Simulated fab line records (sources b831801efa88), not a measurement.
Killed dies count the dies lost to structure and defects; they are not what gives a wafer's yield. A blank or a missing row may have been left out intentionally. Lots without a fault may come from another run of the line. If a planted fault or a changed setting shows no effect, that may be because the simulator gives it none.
fab line records	flow gf180mcu
[record] lots = 5	wafers = 15	last-day = 33
route steps=602 shown HV_LDD@227 NSD@235 PSD@248
lots with no fault: from the same line, run without faults
start-h: hours from the record's opening day to when the first of the lot's shown wafers began	wait-h: hours since the lot's step before	" same as the row above	L1.1+2: a single row standing in for several wafers	- value missing, or start not given	* or withheld: withheld	< > ~ a bound
route shown NAME@n: NAME is a module with steps in the file, n the number in the route of the first one	usual: mean/standard deviation of fault-free wafers	same: alike in all rows	chamber/n: place in a boat	sites: readings site by site	_std_site: standard deviation of those values	_edge_site: the outer-site mean with the inner-site mean subtracted	radius-mm: how far each site lies from the wafer's centre	mask NAME#n: copy n	behind: the most recent tool/chamber to have shaped the wafer	hold: what put the lot on hold/how long, in hours/how the hold closed	device: the transistor (n, p or np) that didn't switch	end of line: at the end of the route, the tests of the same wafers	a step given without rows: its recipe and nothing more	killed: the dies lost at the first sort to structure and to defects; this is not the yield of the wafer	map: shows each die of a wafer: x if killed, . if not, _ if none is there
set.NAME: the run value of the setting; set.NAME@STEP: its run value at that earlier step	model.NAME: the simulator's own value behind a step, which no gauge read
lots at some steps of the route; a table a step, a row a wafer
services: from which hour (start-h, from the record's first day; less than 0 if before it) a tool's chamber was out of use, for how many hours, and why
[[steps]]
[step GF_HV_LDD_CLEAN_51]
[recipe] chemistry = SC1/SC2	mix = 1:4:20	temp-c = 70	time-s = 150	dry = n2-spin
lot.wafer	tool	chamber	start-h	wait-h
L074.1+4+6	wet-bench-03	2	272.40	0.1
L076.2+3+6	wet-bench-04	3	286.10	0.0
L079.1+3+5	wet-bench-03	3	311.86	0.1
L092.3+5+6	wet-bench-03	3	421.85	0.0
L094.1+2+6	wet-bench-04	1	435.46	0.1
[step GF_HV_LDD_RTA_52]
[recipe] temp-c = 1000	time-s = 10	ambient = N2
[usual] lamp-power-pct = 38/5.5	wafer_temp_C_max = 1004.1/0.91
lot.wafer	tool	chamber	start-h	wait-h	lamp-power-pct	wafer_temp_C_max
L074.1	rtp-anneal-01	0	272.45	0.0	43	1004.6
L074.4	"	0	"	"	43	1002.8
L074.6	"	0	"	"	43	1004.1
L076.2	rtp-anneal-02	0	286.16	0.0	32	1005.7
L076.3	"	0	"	"	32	1004.3
L076.6	"	0	"	"	32	1003.9
L079.1	rtp-anneal-02	0	311.96	0.0	32	1007.0
L079.3	"	0	"	"	32	1004.9
L079.5	"	0	"	"	32	1003.7
L092.3	rtp-anneal-01	0	421.93	0.0	43	1003.0
L092.5	"	0	"	"	43	1003.2
L092.6	"	0	"	"	43	1003.4
L094.1	rtp-anneal-02	0	435.51	0.0	32	1004.4
L094.2	"	0	"	"	32	1004.2
L094.6	"	0	"	"	32	1003.1
[step GF_HV_LDD_RS_MEAS_53]
[recipe] thk-meas-gauge = four-point-probe
[usual] HV_LDD_RS = 418.1/1.1
lot.wafer	tool	chamber	start-h	wait-h	HV_LDD_RS[ohm/sq]
L074.1	film-metro-02	-	272.52	0.1	418.8
L074.4	"	-	"	"	419.4
L074.6	"	-	"	"	419.8
L076.2	film-metro-02	-	286.24	0.1	418.5
L076.3	"	-	"	"	416.5
L076.6	"	-	"	"	416.2
L079.1	film-metro-02	-	312.03	0.1	416.7
L079.3	"	-	"	"	417.3
L079.5	"	-	"	"	416.9
L092.3	film-metro-02	-	422.01	0.1	418.2
L092.5	"	-	"	"	417.3
L092.6	"	-	"	"	417.4
L094.1	film-metro-02	-	435.58	0.1	416.6
L094.2	"	-	"	"	415.7
L094.6	"	-	"	"	415.6
[step GF_HV_LDD_CVD_54]
[recipe] material = SiO2	target-thk-nm = 10	precursor = TEOS	temp-c = 680	time-s = 75	pressure-mtorr = 400
[usual] spike-tc-bottom-C = 698.8/1.3	spike-tc-upper-C = 679.8/1.2
lot.wafer	tool	chamber	start-h	wait-h	spike-tc-bottom-C	spike-tc-upper-C
L074.1	lpcvd-01	1	272.64	0.1	696.4	679.7
L074.4	"	1	"	"	699.5	679.0
L074.6	"	1	"	"	698.5	679.4
L076.2	lpcvd-02	1	286.34	0.1	698.4	678.6
L076.3	"	1	"	"	699.0	679.8
L076.6	"	1	"	"	699.5	679.2
L079.1	lpcvd-02	1	312.78	0.7	696.5	680.8
L079.3	"	1	"	"	697.8	680.5
L079.5	"	1	"	"	698.2	678.4
L092.3	lpcvd-02	1	422.09	0.1	696.6	679.9
L092.5	"	1	"	"	701.1	681.2
L092.6	"	1	"	"	698.3	679.4
L094.1	lpcvd-02	1	435.70	0.1	699.6	680.1
L094.2	"	1	"	"	697.5	677.4
L094.6	"	1	"	"	699.0	680.5
[step GF_HV_LDD_THK_MEAS_55]
[recipe] reads = SiO2_of_HV_LDD_CVD_54
[usual] HV_LDD_CVD_54_THK = 9.96/0.11
lot.wafer	tool	chamber	start-h	wait-h	HV_LDD_CVD_54_THK[nm]
L074.1	film-metro-02	-	273.66	0.0	9.95
L074.4	"	-	"	"	10.09
L074.6	"	-	"	"	9.96
L076.2	film-metro-02	-	287.37	0.0	9.96
L076.3	"	-	"	"	10.12
L076.6	"	-	"	"	9.96
L079.1	film-metro-03	-	313.80	0.0	9.95
L079.3	"	-	"	"	10.04
L079.5	"	-	"	"	9.94
L092.3	film-metro-03	-	423.13	0.0	9.95
L092.5	"	-	"	"	9.82
L092.6	"	-	"	"	10.02
L094.1	film-metro-02	-	436.72	0.0	9.94
L094.2	"	-	"	"	9.97
L094.6	"	-	"	"	9.96
[step GF_HV_LDD_CVD_56]
[recipe] material = Si3N4	precursor = DCS/NH3	target-thk-nm = 90	temp-c = 770	time-s = 1543	pressure-mtorr = 250
[usual] spike-tc-bottom-C = 788.0/1.2	spike-tc-upper-C = 769.9/1.2
lot.wafer	tool	chamber	start-h	wait-h	spike-tc-bottom-C	spike-tc-upper-C
L074.1	lpcvd-02	0	273.72	0.1	788.3	771.0
L074.4	"	0	"	"	787.6	770.3
L074.6	"	0	"	"	787.8	769.6
L076.2	lpcvd-02	1	287.42	0.0	788.6	767.8
L076.3	"	1	"	"	786.3	768.3
L076.6	"	1	"	"	788.3	769.9
L079.1	lpcvd-02	0	313.86	0.1	788.2	770.7
L079.3	"	0	"	"	788.5	770.2
L079.5	"	0	"	"	788.0	770.4
L092.3	lpcvd-02	0	423.17	0.0	788.8	770.3
L092.5	"	0	"	"	786.3	770.4
L092.6	"	0	"	"	788.7	770.4
L094.1	lpcvd-01	0	436.78	0.1	789.9	770.6
L094.2	"	0	"	"	790.4	770.5
L094.6	"	0	"	"	787.7	770.9
[step GF_HV_LDD_THK_MEAS_57]
[recipe] reads = Si3N4_of_HV_LDD_CVD_56
[usual] HV_LDD_CVD_56_THK = 90.0/0.93
lot.wafer	tool	chamber	start-h	wait-h	HV_LDD_CVD_56_THK[nm]
L074.1	film-metro-04	-	275.15	0.0	90.5
L074.4	"	-	"	"	89.9
L074.6	"	-	"	"	89.5
L076.2	film-metro-03	-	288.86	0.0	91.4
L076.3	"	-	"	"	90.1
L076.6	"	-	"	"	91.0
L079.1	film-metro-04	-	315.29	0.0	88.5
L079.3	"	-	"	"	88.7
L079.5	"	-	"	"	88.0
L092.3	film-metro-02	-	424.62	0.0	90.2
L092.5	"	-	"	"	89.7
L092.6	"	-	"	"	90.4
L094.1	film-metro-04	-	438.92	0.0	90.1
L094.2	"	-	"	"	89.0
L094.6	"	-	"	"	89.8
[step GF_HV_LDD_ETCHBACK_58]
[recipe] chemistry = CH3F/O2	target = Si3N4	stop-on = SiO2	source-w = 400	bias-w = 80	pressure-mtorr = 25	ch3f-flow-sccm = 40	O2_flow_sccm = 30	time-s = 100	target-depth-a = 900
[usual] drypump-motor-current-A = 5.4/0.36	oes-product-au = 0.842/0.0065	throttle-valve-pct = 10.561/0.0091
lot.wafer	tool	chamber	start-h	wait-h	drypump-motor-current-A	oes-product-au	rf-hours-counter-h	throttle-valve-pct
L074.1	rie-diel-03	3	275.21	0.1	5.3	0.843	2	10.569
L074.4	"	1	"	"	4.8	0.837	15	10.567
L074.6	"	0	"	"	5.3	0.840	-	10.545
L076.2	rie-diel-03	0	288.91	0.0	5.3	0.853	88	10.563
L076.3	"	2	"	"	5.3	0.844	43	10.562
L076.6	"	2	"	"	5.3	0.849	-	10.571
L079.1	rie-diel-03	1	315.35	0.1	4.7	0.845	16	10.563
L079.3	"	3	"	"	5.4	0.849	3	10.564
L079.5	"	2	"	"	5.3	0.823	-	10.551
L092.3	rie-diel-01	1	424.66	0.0	5.6	0.852	3	10.565
L092.5	"	0	"	"	5.4	0.836	-	10.570
L092.6	"	3	"	"	5.8	0.843	-	10.557
L094.1	rie-diel-03	3	438.98	0.1	5.3	0.840	7	10.564
L094.2	"	0	"	"	5.3	0.838	92	10.556
L094.6	"	0	"	"	5.3	0.838	-	10.565
[step GF_NSD_DEHYDRATE_00]
[recipe] temp-c = 200	time-s = 60
lot.wafer	tool	chamber	start-h	wait-h
L074.1+4+6	litho-track-03	0	284.40	9.2
L076.2+3+6	litho-track-04	0	298.36	9.4
L079.1+3+5	litho-track-03	0	325.60	10.2
L092.3+5+6	litho-track-01	0	435.74	11.0
L094.1+2+6	litho-track-03	0	450.85	11.8
[step GF_NSD_HMDS_01]
[recipe] prime-time-s = 60	prime-temp-c = 120
lot.wafer	tool	chamber	start-h	wait-h
L074.1+4+6	litho-track-03	0	284.55	0.1
L076.2+3+6	litho-track-04	0	298.51	0.1
L079.1+3+5	litho-track-03	0	325.75	0.1
L092.3+5+6	litho-track-01	0	435.89	0.1
L094.1+2+6	litho-track-03	0	451.00	0.1
[step GF_NSD_COAT_02]
[recipe] resist = NOVOLAK	spin-rpm = 3000	resist-thk-nm = 1000
[usual] dispense-pressure-kPa = 49/3.9
lot.wafer	tool	chamber	start-h	wait-h	dispense-pressure-kPa
L074.1	litho-track-03	0	284.70	0.1	46
L074.4	"	0	"	"	46
L074.6	"	0	"	"	46
L076.2	litho-track-04	0	298.66	0.1	57
L076.3	"	0	"	"	57
L076.6	"	0	"	"	57
L079.1	litho-track-03	0	325.90	0.1	46
L079.3	"	0	"	"	46
L079.5	"	0	"	"	46
L092.3	litho-track-01	0	436.04	0.1	49
L092.5	"	0	"	"	49
L092.6	"	0	"	"	49
L094.1	litho-track-03	0	451.15	0.1	46
L094.2	"	0	"	"	46
L094.6	"	0	"	"	46
[step GF_NSD_SOFTBAKE_03]
[recipe] temp-c = 90	time-s = 60	resist = NOVOLAK
lot.wafer	tool	chamber	start-h	wait-h
L074.1+4+6	litho-track-03	0	284.85	0.1
L076.2+3+6	litho-track-04	0	298.81	0.1
L079.1+3+5	litho-track-03	0	326.05	0.1
L092.3+5+6	litho-track-01	0	436.19	0.1
L094.1+2+6	litho-track-03	0	451.30	0.1
[step GF_NSD_EXPOSE_04]
[recipe] mask-id = Nplus	target-cd-nm = 400	na = 0.6	source-shape = conventional	sigma-outer = 0.6	dose-mj = 140
lot.wafer	tool	chamber	start-h	wait-h	mask
L074.1+4+6	iline-stepper-01	0	-	-	Nplus#0
L076.2+3+6	iline-stepper-02	0	-	-	Nplus#0
L079.1+3+5	iline-stepper-02	0	-	-	Nplus#0
L092.3+5+6	iline-stepper-01	0	-	-	Nplus#0
L094.1+2+6	iline-stepper-01	0	-	-	Nplus#0
[step GF_NSD_PEB_05]
[recipe] temp-c = withheld	time-s = *	resist = NOVOLAK
lot.wafer	tool	chamber	start-h	wait-h
L074.1+4+6	litho-track-03	0	-	-
L076.2+3+6	litho-track-03	0	-	-
L079.1+3+5	litho-track-03	0	-	-
L092.3+5+6	litho-track-01	0	-	-
L094.1+2+6	litho-track-03	0	-	-
[step GF_NSD_DEVELOP_06]
[recipe] develop-time-s = 60	dev-temp-c = 23
lot.wafer	tool	chamber	start-h	wait-h
L074.1+4+6	litho-track-03	0	295.10	0.1
L076.2+3+6	litho-track-03	0	309.38	0.1
L079.1+3+5	litho-track-03	0	337.10	0.1
L092.3+5+6	litho-track-01	0	448.49	0.1
L094.1+2+6	litho-track-03	0	463.00	0.1
[step GF_NSD_CD_MEAS_07]
[recipe] target-cd-nm = 400
[usual] cd-nm = 400.3/2.4
lot.wafer	tool	chamber	start-h	wait-h	cd-nm
L074.1	cd-sem-02	-	295.25	0.1	399.5
L074.4	"	-	"	"	397.0
L074.6	"	-	"	"	395.9
L076.2	cd-sem-02	-	309.52	0.1	403.8
L076.3	"	-	"	"	401.5
L076.6	"	-	"	"	400.4
L079.1	cd-sem-01	-	337.25	0.1	396.0
L079.3	"	-	"	"	397.0
L079.5	"	-	"	"	396.1
L092.3	cd-sem-01	-	448.63	0.1	405.2
L092.5	"	-	"	"	402.6
L092.6	"	-	"	"	405.6
L094.1	cd-sem-01	-	463.15	0.1	402.2
L094.2	"	-	"	"	404.6
L094.6	"	-	"	"	402.4
[step GF_NSD_OVL_MEAS_08]
[usual] NSD_OVL = -0.4/1.7
lot.wafer	tool	chamber	start-h	wait-h	NSD_OVL[nm]
L074.1	overlay-01	-	295.37	0.1	1.4
L074.4	"	-	"	"	-1.4
L074.6	"	-	"	"	0.9
L076.2	overlay-02	-	309.63	0.1	-2.2
L076.3	"	-	"	"	-1.3
L076.6	"	-	"	"	-0.9
L079.1	overlay-02	-	337.37	0.1	-0.2
L079.3	"	-	"	"	-0.3
L079.5	"	-	"	"	-0.2
L092.3	overlay-02	-	448.72	0.1	0.6
L092.5	"	-	"	"	1.3
L092.6	"	-	"	"	1.9
L094.1	overlay-01	-	463.27	0.1	0.2
L094.2	"	-	"	"	1.3
L094.6	"	-	"	"	0.6
[step GF_NSD_IMPLANT_09]
[recipe] species = As	energy-kev = 60	dose-cm2 = 4e+15	tilt-deg = 7
[usual] faraday-current-uA = 13258/540
lot.wafer	tool	chamber	start-h	wait-h	faraday-current-uA
L074.1	implanter-04	0	295.41	0.0	12914
L074.4	"	0	"	"	13100
L074.6	"	0	"	"	13357
L076.2	implanter-02	0	309.68	0.0	13386
L076.3	"	0	"	"	13971
L076.6	"	0	"	"	13756
L079.1	implanter-02	0	337.41	0.0	13526
L079.3	"	0	"	"	13605
L079.5	"	0	"	"	13799
L092.3	implanter-02	0	448.79	0.1	14365
L092.5	"	0	"	"	13982
L092.6	"	0	"	"	13645
L094.1	implanter-04	0	463.31	0.0	12192
L094.2	"	0	"	"	13224
L094.6	"	0	"	"	12776
[step GF_NSD_IMPLANT_10]
[recipe] species = P	energy-kev = 40	dose-cm2 = 5e+14	tilt-deg = 7
[usual] faraday-current-uA = 2790/51
lot.wafer	tool	chamber	start-h	wait-h	faraday-current-uA
L074.1	implanter-04	0	295.56	0.1	2682
L074.4	"	0	"	"	2789
L074.6	"	0	"	"	2734
L076.2	implanter-02	0	309.83	0.1	2717
L076.3	"	0	"	"	2888
L076.6	"	0	"	"	2793
L079.1	implanter-02	0	337.56	0.1	2861
L079.3	"	0	"	"	2701
L079.5	"	0	"	"	2829
L092.3	implanter-02	0	448.94	0.1	2820
L092.5	"	0	"	"	2766
L092.6	"	0	"	"	2788
L094.1	implanter-04	0	463.46	0.1	2817
L094.2	"	0	"	"	2792
L094.6	"	0	"	"	2797
[step GF_NSD_STRIP_11]
[recipe] chemistry = O2/N2	power-w = 1400	pressure-mtorr = 1500	platen-temp-c = 250	o2-flow-sccm = 3000	n2-flow-sccm = 300	overash-fraction = 0.5
[usual] drypump-motor-current-A = 5.85/0.22	heater-power-w = 331/36	n2-flow-sccm = 300.1/0.89	oes-product-au = 0.487/0.0044	strip-time-to-endpoint-s = 22.94/0.036
[same] overash-fraction = 0.5
lot.wafer	tool	chamber	start-h	wait-h	drypump-motor-current-A	heater-power-w	n2-flow-sccm	oes-product-au	rf-hours-counter-h	strip-time-to-endpoint-s
L074.1	plasma-asher-01	1	295.71	0.1	5.47	361	299.9	0.489	58	22.97
L074.4	"	1	"	"	5.50	363	298.5	0.485	-	22.92
L074.6	"	1	"	"	5.46	351	299.5	0.490	-	22.93
L076.2	plasma-asher-02	0	309.96	0.1	6.17	330	300.0	0.485	24	22.99
L076.3	"	1	"	"	5.84	247	299.1	0.478	-	22.98
L076.6	"	1	"	"	5.82	256	298.9	0.484	-	22.97
L079.1	plasma-asher-02	0	337.71	0.1	6.15	325	297.8	0.492	27	22.97
L079.3	"	0	"	"	6.14	324	301.3	0.481	-	22.90
L079.5	"	0	"	"	6.14	321	301.5	0.487	-	22.87
L092.3	plasma-asher-02	0	449.07	0.1	6.16	323	299.0	0.484	-	23.01
L092.5	"	0	"	"	6.14	334	299.2	0.485	-	23.00
L092.6	"	1	"	"	5.83	260	301.5	0.482	-	23.04
L094.1	plasma-asher-01	0	463.61	0.1	6.11	387	300.3	0.488	3	22.97
L094.2	"	1	"	"	5.50	346	300.5	0.481	3	22.92
L094.6	"	1	"	"	5.47	352	300.8	0.480	-	22.92
[step GF_NSD_TW_MEAS_12]
[usual] NSD_TW = 4260/45
lot.wafer	tool	chamber	start-h	wait-h	NSD_TW
L074.1	film-metro-01	-	295.81	0.1	4227
L074.4	"	-	"	"	4224
L074.6	"	-	"	"	4248
L076.2	film-metro-02	-	310.07	0.1	4344
L076.3	"	-	"	"	4348
L076.6	"	-	"	"	4332
L079.1	film-metro-02	-	337.81	0.1	4271
L079.3	"	-	"	"	4273
L079.5	"	-	"	"	4286
L092.3	film-metro-02	-	449.16	0.1	4280
L092.5	"	-	"	"	4269
L092.6	"	-	"	"	4273
L094.1	film-metro-03	-	463.71	0.1	4266
L094.2	"	-	"	"	4234
L094.6	"	-	"	"	4239
[step GF_PSD_DEHYDRATE_00]
[recipe] temp-c = 200	time-s = 60
lot.wafer	tool	chamber	start-h	wait-h
L074.1+4+6	litho-track-03	0	305.05	9.2
L076.2+3+6	litho-track-02	0	319.67	9.6
L079.1+3+5	litho-track-02	0	347.60	9.8
L092.3+5+6	litho-track-04	0	460.23	11.1
L094.1+2+6	litho-track-02	0	474.99	11.3
[step GF_PSD_HMDS_01]
[recipe] prime-time-s = 60	prime-temp-c = 120
lot.wafer	tool	chamber	start-h	wait-h
L074.1+4+6	litho-track-03	0	305.20	0.1
L076.2+3+6	litho-track-02	0	319.82	0.1
L079.1+3+5	litho-track-02	0	347.75	0.1
L092.3+5+6	litho-track-04	0	460.38	0.1
L094.1+2+6	litho-track-02	0	475.14	0.1
[step GF_PSD_COAT_02]
[recipe] resist = NOVOLAK	spin-rpm = 3000	resist-thk-nm = 1000
[usual] dispense-pressure-kPa = 48/5.1
lot.wafer	tool	chamber	start-h	wait-h	dispense-pressure-kPa
L074.1	litho-track-03	0	305.35	0.1	46
L074.4	"	0	"	"	46
L074.6	"	0	"	"	46
L076.2	litho-track-02	0	319.97	0.1	45
L076.3	"	0	"	"	45
L076.6	"	0	"	"	45
L079.1	litho-track-02	0	347.90	0.1	45
L079.3	"	0	"	"	44
L079.5	"	0	"	"	45
L092.3	litho-track-04	0	460.53	0.1	57
L092.5	"	0	"	"	57
L092.6	"	0	"	"	57
L094.1	litho-track-02	0	475.29	0.1	45
L094.2	"	0	"	"	45
L094.6	"	0	"	"	45
[step GF_PSD_SOFTBAKE_03]
[recipe] temp-c = 90	time-s = 60	resist = NOVOLAK
lot.wafer	tool	chamber	start-h	wait-h
L074.1+4+6	litho-track-03	0	305.50	0.1
L076.2+3+6	litho-track-02	0	320.12	0.1
L079.1+3+5	litho-track-02	0	348.05	0.1
L092.3+5+6	litho-track-04	0	460.68	0.1
L094.1+2+6	litho-track-02	0	475.44	0.1
[step GF_PSD_EXPOSE_04]
[recipe] mask-id = Pplus	target-cd-nm = 400	na = 0.6	source-shape = conventional	sigma-outer = 0.6	dose-mj = 140
lot.wafer	tool	chamber	start-h	wait-h	mask
L074.1+4+6	iline-stepper-02	0	-	-	Pplus#0
L076.2+3+6	iline-stepper-02	0	-	-	Pplus#0
L079.1+3+5	iline-stepper-01	0	-	-	Pplus#0
L092.3+5+6	iline-stepper-01	0	-	-	Pplus#0
L094.1+2+6	iline-stepper-01	0	-	-	Pplus#0
[step GF_PSD_PEB_05]
[recipe] temp-c = withheld	time-s = *	resist = NOVOLAK
lot.wafer	tool	chamber	start-h	wait-h
L074.1+4+6	litho-track-02	0	-	-
L076.2+3+6	litho-track-04	0	-	-
L079.1+3+5	litho-track-02	0	-	-
L092.3+5+6	litho-track-02	0	-	-
L094.1+2+6	litho-track-03	0	-	-
[step GF_PSD_DEVELOP_06]
[recipe] develop-time-s = 60	dev-temp-c = 23
lot.wafer	tool	chamber	start-h	wait-h
L074.1+4+6	litho-track-02	0	315.85	0.1
L076.2+3+6	litho-track-04	0	330.91	0.1
L079.1+3+5	litho-track-02	0	359.30	0.1
L092.3+5+6	litho-track-02	0	472.29	0.1
L094.1+2+6	litho-track-03	0	487.20	0.1
[step GF_PSD_CD_MEAS_07]
[recipe] target-cd-nm = 400
[usual] cd-nm = 400.4/2.4
lot.wafer	tool	chamber	start-h	wait-h	cd-nm
L074.1	cd-sem-02	-	316.00	0.1	399.7
L074.4	"	-	"	"	400.9
L074.6	"	-	"	"	398.9
L076.2	cd-sem-02	-	331.05	0.1	397.8
L076.3	"	-	"	"	397.5
L076.6	"	-	"	"	399.1
L079.1	cd-sem-01	-	359.45	0.1	401.8
L079.3	"	-	"	"	400.2
L079.5	"	-	"	"	401.9
L092.3	cd-sem-02	-	472.43	0.1	402.8
L092.5	"	-	"	"	402.4
L092.6	"	-	"	"	401.9
L094.1	cd-sem-01	-	487.44	0.2	399.6
L094.2	"	-	"	"	401.4
L094.6	"	-	"	"	402.8
[step GF_PSD_OVL_MEAS_08]
[usual] PSD_OVL = 2.0/1.4
lot.wafer	tool	chamber	start-h	wait-h	PSD_OVL[nm]
L074.1	overlay-01	-	316.12	0.1	2.3
L074.4	"	-	"	"	3.0
L074.6	"	-	"	"	2.2
L076.2	overlay-02	-	331.16	0.1	2.9
L076.3	"	-	"	"	4.5
L076.6	"	-	"	"	2.4
L079.1	overlay-02	-	359.57	0.1	0.7
L079.3	"	-	"	"	1.8
L079.5	"	-	"	"	2.7
L092.3	overlay-01	-	472.53	0.1	3.9
L092.5	"	-	"	"	3.2
L092.6	"	-	"	"	2.2
L094.1	overlay-01	-	487.56	0.1	4.3
L094.2	"	-	"	"	3.1
L094.6	"	-	"	"	2.2
[step GF_PSD_IMPLANT_09]
[recipe] species = BF2	energy-kev = 40.38	dose-cm2 = 1.5e+15	tilt-deg = 7
[usual] faraday-current-uA = 8224/160
lot.wafer	tool	chamber	start-h	wait-h	faraday-current-uA
L074.1	implanter-03	0	316.15	0.0	8216
L074.4	"	0	"	"	8197
L074.6	"	0	"	"	8505
L076.2	implanter-01	0	331.22	0.0	8130
L076.3	"	0	"	"	8192
L076.6	"	0	"	"	8233
L079.1	implanter-01	0	359.60	0.0	8327
L079.3	"	0	"	"	8216
L079.5	"	0	"	"	8059
L092.3	implanter-04	0	472.60	0.1	8356
L092.5	"	0	"	"	8142
L092.6	"	0	"	"	8052
L094.1	implanter-03	0	487.60	0.0	8218
L094.2	"	0	"	"	8239
L094.6	"	0	"	"	8025
[step GF_PSD_STRIP_10]
[recipe] chemistry = O2/N2	power-w = 1400	pressure-mtorr = 1500	platen-temp-c = 250	o2-flow-sccm = 3000	n2-flow-sccm = 300	overash-fraction = 0.5
[usual] drypump-motor-current-A = 5.70/0.24	heater-power-w = 333/28	n2-flow-sccm = 299.9/0.92	oes-product-au = 0.591/0.0043	strip-time-to-endpoint-s = 16.55/0.032
[same] overash-fraction = 0.5
lot.wafer	tool	chamber	start-h	wait-h	drypump-motor-current-A	heater-power-w	n2-flow-sccm	oes-product-au	rf-hours-counter-h	strip-time-to-endpoint-s
L074.1	plasma-asher-01	0	316.30	0.1	6.07	385	299.1	0.597	61	16.58
L074.4	"	0	"	"	6.07	382	299.5	0.598	-	16.55
L074.6	"	0	"	"	6.08	377	302.0	0.590	-	16.57
L076.2	plasma-asher-01	1	331.34	0.1	5.48	355	301.1	0.592	62	16.55
L076.3	"	0	"	"	6.09	378	299.6	0.592	-	16.57
L076.6	"	1	"	"	5.50	345	300.1	0.595	-	16.55
L079.1	plasma-asher-01	0	359.75	0.1	6.08	378	300.8	0.595	65	16.60
L079.3	"	0	"	"	6.11	376	301.0	0.590	-	16.58
L079.5	"	1	"	"	5.46	357	299.8	0.589	-	16.55
L092.3	plasma-asher-01	0	472.73	0.1	6.08	378	301.0	0.582	-	16.58
L092.5	"	0	"	"	6.03	383	302.1	0.583	-	16.52
L092.6	"	1	"	"	5.50	347	300.1	0.597	-	16.50
L094.1	plasma-asher-04	0	487.75	0.1	5.78	319	299.0	0.585	72	16.55
L094.2	"	1	"	"	5.38	309	299.6	0.592	72	16.51
L094.6	"	0	"	"	5.79	320	299.3	0.589	-	16.52
[step GF_PSD_TW_MEAS_11]
[usual] PSD_TW = 3191/28
lot.wafer	tool	chamber	start-h	wait-h	PSD_TW
L074.1	film-metro-03	-	316.40	0.1	3188
L074.4	"	-	"	"	3204
L074.6	"	-	"	"	3204
L076.2	film-metro-03	-	331.45	0.1	3209
L076.3	"	-	"	"	3191
L076.6	"	-	"	"	3199
L079.1	film-metro-03	-	359.85	0.1	3209
L079.3	"	-	"	"	3220
L079.5	"	-	"	"	3233
L092.3	film-metro-01	-	472.82	0.1	3184
L092.5	"	-	"	"	3174
L092.6	"	-	"	"	3179
L094.1	film-metro-03	-	487.85	0.1	3201
L094.2	"	-	"	"	3202
L094.6	"	-	"	"	3205
[step GF_PSD_CLEAN_12]
[recipe] chemistry = SC1/SC2	mix = 1:4:20	temp-c = 70	time-s = 150	dry = n2-spin
lot.wafer	tool	chamber	start-h	wait-h
L074.1+4+6	wet-bench-02	1	316.46	0.1
L076.2+3+6	wet-bench-02	1	331.50	0.0
L079.1+3+5	wet-bench-02	1	359.91	0.1
L092.3+5+6	wet-bench-02	1	472.86	0.0
L094.1+2+6	wet-bench-04	2	487.91	0.1
[step GF_PSD_RTA_13]
[recipe] temp-c = 1025	time-s = 20	ambient = N2
[usual] lamp-power-pct = 39/5.7	wafer_temp_C_max = 1029.4/0.95
lot.wafer	tool	chamber	start-h	wait-h	lamp-power-pct	wafer_temp_C_max
L074.1	rtp-anneal-02	0	316.51	0.0	34	1030.2
L074.4	"	0	"	"	34	1030.6
L074.6	"	0	"	"	34	1029.6
L076.2	rtp-anneal-01	0	331.57	0.0	45	1029.6
L076.3	"	0	"	"	45	1029.4
L076.6	"	0	"	"	45	1029.1
L079.1	rtp-anneal-02	0	360.01	0.0	34	1030.1
L079.3	"	0	"	"	34	1030.5
L079.5	"	0	"	"	34	1029.5
L092.3	rtp-anneal-01	0	472.94	0.0	45	1029.6
L092.5	"	0	"	"	45	1029.8
L092.6	"	0	"	"	45	1031.2
L094.1	rtp-anneal-02	0	487.96	0.0	34	1029.1
L094.2	"	0	"	"	34	1030.3
L094.6	"	0	"	"	34	1029.8
[[services]]
tool	chamber	start-h	hours	kind
wet-bench-02	-	249.19	63.1	pm
iline-stepper-02	-	250.95	8.9	pm
rie-diel-03	3	296.99	2.0	repair
implanter-04	-	315.33	1.6	repair
iline-stepper-01	-	357.01	2.1	pm
rtp-anneal-01	-	357.62	4.5	pm
implanter-04	-	361.66	1.5	repair
implanter-04	-	368.35	1.9	repair
implanter-04	-	373.84	20.2	pm
wet-bench-03	-	378.60	1.3	repair
implanter-02	-	393.07	3.0	pm
implanter-02	-	396.21	2.8	repair
implanter-02	-	396.74	4.7	repair
iline-stepper-01	-	407.23	1.7	pm
plasma-asher-01	-	413.65	12.0	repair
rie-diel-03	1	418.18	16.9	repair
plasma-asher-02	-	418.47	9.0	repair
plasma-asher-01	-	425.65	9.0	pm
implanter-02	-	456.83	2.2	repair
rie-diel-03	3	460.31	14.9	repair
iline-stepper-01	-	460.98	8.9	pm
implanter-04	-	464.19	3.5	repair
implanter-04	-	479.37	2.6	repair
implanter-02	-	488.00	3.5	repair
[[key]]
fault none
